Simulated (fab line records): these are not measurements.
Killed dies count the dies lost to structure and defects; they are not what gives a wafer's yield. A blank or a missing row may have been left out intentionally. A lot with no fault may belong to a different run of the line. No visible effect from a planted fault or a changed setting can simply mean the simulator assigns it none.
Chamber matching ; flow gf180mcu ; 3 sister chambers for GF_MIM_CVD_05 on pecvd-04
The step deposits Si3N4, target thk 42 nm, time 29.086 s. 6 wafers are shown with their chamber, then 7 later ones without.

== WAFERS PAIRED WITH THEIR CHAMBERS ==
wafer;chamber;heater_power_w (W)
L974.5;2;709
L976.1;0;525
L976.4;1;577
L976.6;2;660
L979.1;0;561
L979.3;1;642

== WAFERS WITH NO CHAMBER GIVEN ==
wafer;heater_power_w (W)
L979.6;674
L983.2;539
L983.3;692
L983.5;505
L984.4;659
L984.5;553
L984.6;667

== CHAMBER TAKEN BY EACH ==
wafer;from the rows above;in truth
L979.6;can't be placed: 2 or 1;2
L983.2;can't be placed: 0 or 1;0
L983.3;2;2
L983.5;can't be placed: 0 or 1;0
L984.4;can't be placed: 2 or 1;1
L984.5;can't be placed: 0 or 1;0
L984.6;can't be placed: 2 or 1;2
Placed correctly: 1 of 7. Unplaceable from these rows: 6, with the true chamber sitting among the candidates in 6. Number placed wrongly: 0.
How it was worked out, from the rows above alone: a wafer's distance from a chamber is the root of the sum, over the readings, of the square of ((its reading less the chamber's mean) divided by the reading's scatter). The wafer belongs to the nearest chamber; if the next one is less than 2 further off, it can't be placed. Each chamber's mean is taken over the wafers shown for it. The scatter is the square root of a quotient: the sum, over the shown wafers, of each reading's squared deviation from its chamber's mean, divided by wafers minus chambers.
